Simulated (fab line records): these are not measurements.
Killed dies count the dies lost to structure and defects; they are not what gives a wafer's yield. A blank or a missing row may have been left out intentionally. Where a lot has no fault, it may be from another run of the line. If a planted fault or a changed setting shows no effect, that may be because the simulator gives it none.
fab line records	flow sky130
record: lots: 11	wafers: 33	last_day: 50
route steps=708 shown CONTACT@433 VIA1@473 METAL2@499 PAD_OPEN@708
lots that met no fault: from a run of the same line without faults
start_h: hours from the record's opening day to when the first of the lot's shown wafers began	wait_h: time in hours since the lot's previous step	" the same as in the row above	L1.1+2: a single row standing in for several wafers	- either no value or no given start	* or withheld: withheld	< > ~ a bound
route shown NAME@n: a module of which the file shows steps, and the number in the route of the first	usual: mean/standard deviation of fault-free wafers	same: alike in all rows	chamber/n: place in a boat	sites: the reading at each site	_std_site: standard deviation of those values	_edge_site: inner sites' mean taken away from outer sites' mean	radius_mm: how far each site lies from the wafer's centre	mask NAME#n: copy n	behind: the last tool/chamber to shape the wafer	hold: why the lot went on hold/how many hours it stayed there/how the hold came to an end	device: which transistor (n, p or np) failed to switch	end of line: the tests these same wafers got at the end of their route	where a step has no rows: the recipe by itself	killed: the dies lost at the first sort to structure and to defects; this is not the yield of the wafer	map: per-die view of a wafer (x killed, . not killed, _ where there is no die)
set.NAME: the run value of the setting; set.NAME@STEP: its run value at that earlier step	model.NAME: the simulator's own value behind a step, which no gauge read
the route's steps for a sample of lots (tables are steps, rows are wafers)
services: when a tool's chamber went out of use (start_h, in hours from the record's first day, below 0 if earlier), for how many hours, and the reason
== steps ==
step: SKY_CONTACT_CMP_27
recipe: stop_on: SiO2	t_overpolish_s: 15	down_force_psi: 3.5	platen_rpm: 60	target_thk_nm: 0	pad_velocity_m_s: 0.94248
usual: edge_zone_pressure_frac: 1.000/0.0048	head_pressure_psi: 3.501/0.0071	motor_current_A: 10.6/0.65	overpolish_run_s: 15.001/0.0089	slurry_flow_ml_min: 150.0/0.52	time_to_endpoint_s: 82.0/3
lot.wafer	tool	chamber	start_h	wait_h	edge_zone_pressure_frac	head_pressure_psi	motor_current_A	overpolish_run_s	slurry_flow_ml_min	time_to_endpoint_s
L175.1	cmp-01	0	775.29	0.1	1.006	3.498	10.3	15.017	149.2	82.9
L175.2	"	1	"	"	1.007	3.481	11.2	14.989	150.1	84.4
L175.5	"	1	"	"	1.003	3.494	11.4	15.004	150.1	81.6
L174.2	cmp-02	1	776.84	0.1	0.995	3.494	10.1	14.996	149.4	83.0
L174.1	"	2	"	"	1.001	3.503	9.9	14.994	150.1	81.4
L174.5	"	0	"	"	0.997	3.503	11.1	14.980	150.2	74.8
L180.3	cmp-02	1	838.18	0.4	0.999	3.497	10.2	15.000	148.8	80.3
L180.4	"	2	"	"	1.003	3.495	9.9	15.013	150.5	82.7
L180.6	"	0	"	"	0.997	3.498	11.6	15.003	150.0	79.1
L181.3	cmp-02	1	841.74	0.0	0.997	3.506	10.1	15.004	149.6	83.2
L181.6	"	1	"	"	0.993	3.505	10.5	14.990	150.4	81.4
L181.5	"	2	"	"	1.008	3.499	9.8	15.007	149.7	81.6
L183.2	cmp-01	1	842.10	0.2	1.005	3.513	11.5	15.007	150.5	85.3
L183.5	"	3	"	"	0.998	3.491	11.4	15.014	150.3	86.3
L183.6	"	0	"	"	1.009	3.515	10.2	14.990	149.8	82.5
L186.4	cmp-01	2	858.74	0.1	1.003	3.504	9.6	15.013	149.2	80.7
L186.2	"	0	"	"	1.004	3.498	10.9	14.996	150.4	83.6
L186.6	"	1	"	"	1.002	3.509	11.3	15.017	149.9	83.8
L187.1	cmp-02	1	859.88	0.1	1.004	3.509	10.7	15.001	150.2	80.8
L187.3	"	3	"	"	1.005	3.493	10.5	15.006	149.6	81.3
L187.5	"	2	"	"	0.995	3.506	9.1	14.995	149.3	84.5
L188.2	cmp-02	0	864.34	0.0	1.001	3.498	11.3	14.994	149.9	79.0
L188.4	"	1	"	"	0.998	3.508	10.3	15.012	149.3	84.6
L188.5	"	1	"	"	0.998	3.505	10.2	15.013	149.1	81.4
L190.4	cmp-02	2	878.12	0.0	1.002	3.499	9.6	15.009	150.2	85.0
L190.2	"	3	"	"	1.005	3.502	10.6	15.000	149.0	84.4
L190.5	"	2	"	"	1.006	3.495	9.5	14.993	149.8	85.0
L191.3	cmp-01	3	884.59	0.0	0.993	3.511	11.3	15.000	150.4	83.8
L191.1	"	1	"	"	0.997	3.489	11.5	15.004	149.0	85.3
L191.5	"	3	"	"	1.003	3.503	10.9	14.998	149.9	84.0
L193.4	cmp-02	2	922.91	0.1	1.005	3.499	8.9	15.005	150.9	78.8
L193.1	"	3	"	"	0.999	3.512	10.4	15.009	149.7	80.1
L193.3	"	0	"	"	0.999	3.500	11.6	15.018	150.2	75.5
step: SKY_VIA1_ETCH_15
recipe: target: SiO2	chemistry: C4F8/O2/Ar	target_depth_nm: 351	stop_on: TiN	mask_material: KrF-thick	source_w: 1500	bias_w: 1200	pressure_mtorr: 40	c4f8_flow_sccm: withheld	O2_flow_sccm: 6	Ar_flow_sccm: 300	time_s: 54
usual: chamber_pressure_mTorr: 39.99/0.038	oes_product_au: 0.980/0.0077
lot.wafer	tool	chamber	start_h	wait_h	chamber_pressure_mTorr	oes_product_au
L175.1	rie_diel-04	1	830.16	0.0	40.05	0.978
L175.2	"	3	"	"	40.02	0.987
L175.5	"	3	"	"	39.99	0.978
L174.1	rie_diel-01	3	831.63	0.0	39.99	0.971
L174.2	"	1	"	"	39.98	0.970
L174.5	"	1	"	"	40.01	0.979
L180.3	rie_diel-04	0	893.14	0.0	40.02	0.974
L180.4	"	2	"	"	40.02	0.971
L180.6	"	0	"	"	39.93	0.973
L181.3	rie_diel-04	0	896.30	0.0	40.07	0.979
L181.5	"	0	"	"	39.95	0.978
L181.6	"	1	"	"	40.01	0.984
L183.2	rie_diel-02	0	896.65	0.0	39.96	0.980
L183.5	"	3	"	"	40.05	0.977
L183.6	"	2	"	"	39.96	0.994
L186.2	rie_diel-04	1	912.51	0.0	40.02	0.977
L186.4	"	3	"	"	39.95	0.987
L186.6	"	1	"	"	39.97	0.979
L187.1	rie_diel-01	3	914.01	0.0	40.00	0.986
L187.3	"	0	"	"	40.02	0.985
L187.5	"	0	"	"	40.03	0.983
L188.2	rie_diel-01	0	917.43	0.0	40.01	0.977
L188.4	"	3	"	"	40.02	0.967
L188.5	"	1	"	"	40.09	0.978
L190.2	rie_diel-02	1	931.51	0.0	40.04	0.987
L190.4	"	2	"	"	39.97	0.991
L190.5	"	2	"	"	39.98	0.992
L191.1	rie_diel-04	0	937.00	0.0	40.01	0.983
L191.3	"	1	"	"	39.97	0.985
L191.5	"	2	"	"	40.00	0.964
L193.1	rie_diel-02	0	973.52	0.0	39.95	0.967
L193.3	"	1	"	"	39.99	0.971
L193.4	"	3	"	"	39.98	0.970
step: SKY_VIA1_CMP_24
recipe: stop_on: SiO2	t_overpolish_s: 15	down_force_psi: 3.5	platen_rpm: 60	target_thk_nm: 0	pad_velocity_m_s: 0.94248
usual: edge_zone_pressure_frac: 1.001/0.0049	head_pressure_psi: 3.501/0.0082	motor_current_A: 10.6/0.67	overpolish_run_s: 15.000/0.0086	slurry_flow_ml_min: 150.0/0.48	time_to_endpoint_s: 64.7/2.9
lot.wafer	tool	chamber	start_h	wait_h	edge_zone_pressure_frac	head_pressure_psi	motor_current_A	overpolish_run_s	slurry_flow_ml_min	time_to_endpoint_s
L175.1	cmp-02	1	831.57	0.4	1.008	3.502	9.6	14.990	150.2	61.3
L175.2	"	3	"	"	1.007	3.497	10.3	15.007	149.5	57.9
L175.5	"	1	"	"	0.996	3.512	10.6	14.999	150.0	64.6
L174.1	cmp-02	3	832.81	0.2	0.999	3.502	10.6	14.990	150.1	62.2
L174.2	"	0	"	"	0.993	3.495	11.2	15.008	149.8	61.4
L174.5	"	3	"	"	1.004	3.500	10.4	14.999	149.5	59.9
L180.3	cmp-01	1	894.33	0.3	1.007	3.499	10.9	15.001	149.7	70.4
L180.4	"	2	"	"	1.004	3.507	10.2	15.002	149.7	67.6
L180.6	"	3	"	"	1.000	3.509	11.3	14.985	148.9	65.7
L181.3	cmp-02	0	897.31	0.0	0.991	3.503	11.0	14.980	150.7	63.6
L181.5	"	0	"	"	0.992	3.506	11.3	15.006	149.8	64.3
L181.6	"	1	"	"	0.997	3.506	10.0	15.009	150.5	67.2
L183.2	cmp-01	2	897.64	0.1	1.007	3.492	10.0	15.010	150.5	65.7
L183.5	"	2	"	"	1.000	3.503	10.4	14.998	150.6	62.7
L183.6	"	3	"	"	0.998	3.507	10.1	15.009	149.8	64.1
L186.2	cmp-01	3	913.54	0.1	-	-	-	-	-	-
L186.4	"	0	"	"	-	-	-	-	-	-
L186.6	"	3	"	"	-	-	-	-	-	-
L187.3	cmp-01	0	914.99	0.0	-	-	-	-	-	-
L187.1	"	1	"	"	-	-	-	-	-	-
L187.5	"	1	"	"	-	-	-	-	-	-
L188.2	cmp-01	3	918.40	0.0	-	-	-	-	-	-
L188.4	"	2	"	"	-	-	-	-	-	-
L188.5	"	3	"	"	-	-	-	-	-	-
L190.4	cmp-02	2	932.49	0.0	1.007	3.495	10.1	14.993	148.5	63.5
L190.2	"	0	"	"	1.014	3.505	10.5	14.979	150.0	56.6
L190.5	"	3	"	"	0.998	3.502	10.5	15.006	150.4	61.5
L191.3	cmp-01	3	938.03	0.1	1.010	3.506	11.1	14.989	149.8	67.2
L191.1	"	1	"	"	0.994	3.500	11.8	15.003	150.2	68.1
L191.5	"	2	"	"	0.998	3.498	9.8	15.009	150.7	63.3
L193.3	cmp-02	1	974.55	0.0	1.001	3.484	10.4	14.996	149.4	67.6
L193.4	"	3	"	"	0.999	3.517	10.6	15.009	149.9	63.0
L193.1	"	0	"	"	0.998	3.509	11.6	15.002	150.0	62.5
step: SKY_METAL2_OVL_MEAS_16
usual: METAL2_OVL: 1/5.2
lot.wafer	tool	chamber	start_h	wait_h	METAL2_OVL[nm]
L175.1	overlay-01	-	858.26	0.1	-2
L175.2	"	-	"	"	-3
L175.5	"	-	"	"	-6
L174.1	overlay-01	-	859.63	0.1	-1
L174.2	"	-	"	"	1
L174.5	"	-	"	"	8
L180.3	overlay-01	-	920.99	0.1	4
L180.4	"	-	"	"	3
L180.6	"	-	"	"	3
L181.3	overlay-02	-	922.99	0.1	-2
L181.5	"	-	"	"	4
L181.6	"	-	"	"	-1
L183.2	overlay-01	-	923.99	0.1	-1
L183.5	"	-	"	"	-1
L183.6	"	-	"	"	2
L190.2	overlay-02	-	957.86	0.1	10
L190.4	"	-	"	"	10
L190.5	"	-	"	"	4
L191.1	overlay-01	-	961.72	0.1	-5
L191.3	"	-	"	"	-4
L191.5	"	-	"	"	-2
L193.1	overlay-01	-	998.28	0.1	4
L193.3	"	-	"	"	3
L193.4	"	-	"	"	2
step: SKY_PAD_OPEN_PROBE_99
usual: defect_limited_yield: 82.5/2	killed_at_M0_to_M3: 43/7.3	killed_at_M4_up: 3.5/2.2	killed_at_contacts: 24/5.3	killed_at_front_end: 15/4.2	killed_at_other: 0.3/0.67	killed_dies: 86/9.8	killed_on_rim: 17/3.8	killed_open: 47/7.2	killed_short: 39/6.5	sort_bin_3_pad_short: 0.9/0.42	sort_bin_5_function: 10.4/1.5	sort_bin_6_memory: 6.3/1.2	sort_n_pass: 406/9.9	sort_yield_pct: 82.5/2
same: gross_dies: 492	killed_at_back_side: 0	sort_bin_4_leakage[%]: 0	sort_bin_8_speed[%]: 0
lot.wafer	tool	chamber	start_h	wait_h	defect_limited_yield[%]	killed_at_M0_to_M3	killed_at_M4_up	killed_at_contacts	killed_at_front_end	killed_at_other	killed_dies	killed_on_rim	killed_open	killed_short	sort_bin_3_pad_short[%]	sort_bin_5_function[%]	sort_bin_6_memory[%]	sort_n_pass	sort_yield_pct[%]
L175.1	prober-01	-	1104.40	0.1	82.7	37	3	20	24	1	85	16	47	38	0.8	11.4	5.1	407	82.7
L175.2	prober-01	-	1104.45	0.1	82.5	46	5	19	15	1	86	16	60	25	1.2	10.8	5.5	406	82.5
L175.5	prober-01	-	1104.60	0.2	82.9	49	2	22	11	0	84	9	48	36	1.4	7.3	8.3	408	82.9
L186.2	prober-01	-	1168.45	0.1	0	445	4	31	12	0	492	96	56	37	81.5	13.0	5.5	0	0
L186.4	prober-01	-	1168.55	0.2	0	457	2	20	13	0	492	96	49	36	83.5	10.0	6.5	0	0
L186.6	prober-01	-	1168.65	0.2	0	450	5	24	13	0	492	96	50	43	81.5	11.8	6.7	0	0
L187.1	prober-02	-	1169.90	0.1	0	451	2	24	15	0	492	96	47	36	83.1	10.8	6.1	0	0
L187.3	prober-02	-	1170.00	0.2	0	449	6	17	19	1	492	96	32	40	86.6	8.5	4.9	0	0
L187.5	prober-02	-	1170.10	0.2	0	441	2	31	18	0	492	96	59	37	81.5	10.4	8.1	0	0
L188.2	prober-01	-	1171.45	0.1	0	458	2	19	13	0	492	96	39	26	87.6	8.1	4.3	0	0
L188.4	prober-01	-	1171.55	0.2	0	457	0	24	11	0	492	96	46	34	83.9	8.3	7.7	0	0
L188.5	prober-01	-	1171.60	0.2	0	446	1	25	19	1	492	96	45	32	85.2	9.8	5.1	0	0
killed by level:class
L175.1 VIA1:geometric_particle:open=11 CONTACT:geometric_particle:open=8 POLY_GATE:geometric_particle:open=8 METAL2:geometric_particle:short=6 VIA2:geometric_particle:open=6 FIELD_ISO:geometric_particle:short=4 POLY_GATE:geometric_particle:short=4 LOCAL_INTERCONNECT:geometric_particle:short=4
L175.2 VIA3:geometric_particle:open=12 VIA1:geometric_particle:open=10 CONTACT:geometric_particle:open=9 VIA2:geometric_particle:open=7 FIELD_ISO:geometric_particle:open=6 LI_CONTACT:geometric_particle:open=4 METAL2:geometric_particle:short=4 LOCAL_INTERCONNECT:geometric_particle:short=3
L175.5 VIA2:geometric_particle:open=11 VIA3:geometric_particle:open=9 CONTACT:geometric_particle:open=7 LI_CONTACT:geometric_particle:open=6 VIA1:geometric_particle:short=6 VIA1:geometric_particle:open=5 METAL3:geometric_particle:short=5 CONTACT:geometric_particle:short=4
L186.2 VIA1:area_cmp=397 VIA1:geometric_particle:open=14 VIA2:geometric_particle:open=11 CONTACT:geometric_particle:open=11 LI_CONTACT:geometric_particle:open=9 METAL1:geometric_particle:short=8 CONTACT:geometric_particle:short=7 VIA3:geometric_particle:open=4
L186.4 VIA1:area_cmp=407 VIA1:geometric_particle:open=16 CONTACT:geometric_particle:open=9 VIA2:geometric_particle:open=9 VIA3:geometric_particle:open=8 VIA1:geometric_particle:short=5 POLY_GATE:geometric_particle:short=4 METAL1:geometric_particle:short=4
L186.6 VIA1:area_cmp=398 VIA1:geometric_particle:open=12 CONTACT:geometric_particle:open=9 LI_CONTACT:geometric_particle:open=7 METAL1:geometric_particle:short=7 VIA3:geometric_particle:open=7 VIA1:geometric_particle:short=6 VIA2:geometric_particle:open=6
L187.1 VIA1:area_cmp=408 VIA1:geometric_particle:open=9 VIA3:geometric_particle:open=7 VIA2:geometric_particle:open=6 LI_CONTACT:geometric_particle:open=6 LOCAL_INTERCONNECT:geometric_particle:short=6 VIA3:geometric_particle:short=6 CONTACT:geometric_particle:open=5
L187.3 VIA1:area_cmp=420 METAL3:geometric_particle:short=9 POLY_GATE:geometric_particle:open=7 METAL4:geometric_particle:short=6 CONTACT:geometric_particle:open=5 CONTACT:geometric_particle:short=5 VIA1:geometric_particle:open=5 VIA2:geometric_particle:open=3
L187.5 VIA1:area_cmp=395 CONTACT:geometric_particle:open=15 LI_CONTACT:geometric_particle:open=9 METAL1:geometric_particle:short=8 VIA2:geometric_particle:open=8 VIA1:geometric_particle:short=7 VIA1:geometric_particle:open=6 VIA3:geometric_particle:open=6
L188.2 VIA1:area_cmp=426 VIA1:geometric_particle:open=10 VIA3:geometric_particle:open=7 CONTACT:geometric_particle:short=6 VIA2:geometric_particle:open=6 FIELD_ISO:geometric_particle:open=4 LI_CONTACT:geometric_particle:open=4 LI_CONTACT:geometric_particle:short=3
L188.4 VIA1:area_cmp=412 VIA1:geometric_particle:open=10 CONTACT:geometric_particle:open=8 VIA1:geometric_particle:short=7 LI_CONTACT:geometric_particle:open=7 VIA2:geometric_particle:open=6 FIELD_ISO:geometric_particle:open=5 VIA3:geometric_particle:open=5
L188.5 VIA1:area_cmp=415 CONTACT:geometric_particle:open=11 VIA3:geometric_particle:open=8 FIELD_ISO:geometric_particle:open=6 CONTACT:geometric_particle:short=6 POLY_GATE:geometric_particle:short=5 LI_CONTACT:geometric_particle:open=5 VIA1:geometric_particle:open=5
== services ==
tool	chamber	start_h	hours	kind
rie_diel-01	2	770.39	16.4	repair
cmp-01	-	778.52	1.0	repair
cmp-01	-	784.29	2.1	repair
rie_diel-04	0	795.33	1.7	repair
cmp-01	-	803.91	3.7	repair
cmp-02	-	805.37	0.3	repair
rie_diel-01	3	812.25	5.1	repair
cmp-01	-	825.16	14.5	repair
cmp-01	-	825.52	4.3	repair
rie_diel-02	2	856.45	7.7	repair
cmp-01	-	867.25	2.5	repair
rie_diel-02	1	871.51	3.8	repair
rie_diel-02	0	874.75	11.2	repair
cmp-02	-	879.76	5.4	pm
rie_diel-04	-	885.99	0.4	repair
rie_diel-02	0	888.06	4.5	repair
cmp-02	-	893.88	2.5	repair
cmp-02	-	906.78	0.3	repair
cmp-02	-	912.17	4.0	pm
cmp-01	-	919.87	3.5	pm
cmp-01	-	931.72	4.6	repair
rie_diel-04	-	941.30	7.8	repair
cmp-02	-	950.31	4.1	repair
rie_diel-04	0	953.61	4.9	repair
== key ==
first_sign: step: SKY_VIA1_CMP_24	reading: tool_record	direction: missing
effect: step: SKY_PAD_OPEN_PROBE_99	reading: sort_bin_3_pad_short	direction: up	sigmas: 99+	usual: 0.9	struck: 83.8
more_kills_born_at: SKY_VIA1_CMP_24@cmp-01: 3662
met_at SKY_VIA1_CMP_24
struck_lots L186,L187,L188
later_rows_left_out L186.2,L186.4,L186.6,L187.1,L187.3,L187.5,L188.2,L188.4,L188.5
not_acting_at SKY_CONTACT_CMP_27,SKY_VIA1_ETCH_15,SKY_METAL2_OVL_MEAS_16
onset_between 897.64 913.54
fault: kind: skipped_step_whole	tool: cmp-01	chamber: -	onset_h: 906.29	steps: SKY_VIA1_CMP_24	scope: struck_lots_only
later_rows_left_out: the simulator's readings of these wafers behind a module that went badly wrong aren't trusted and aren't shown, but for the sort
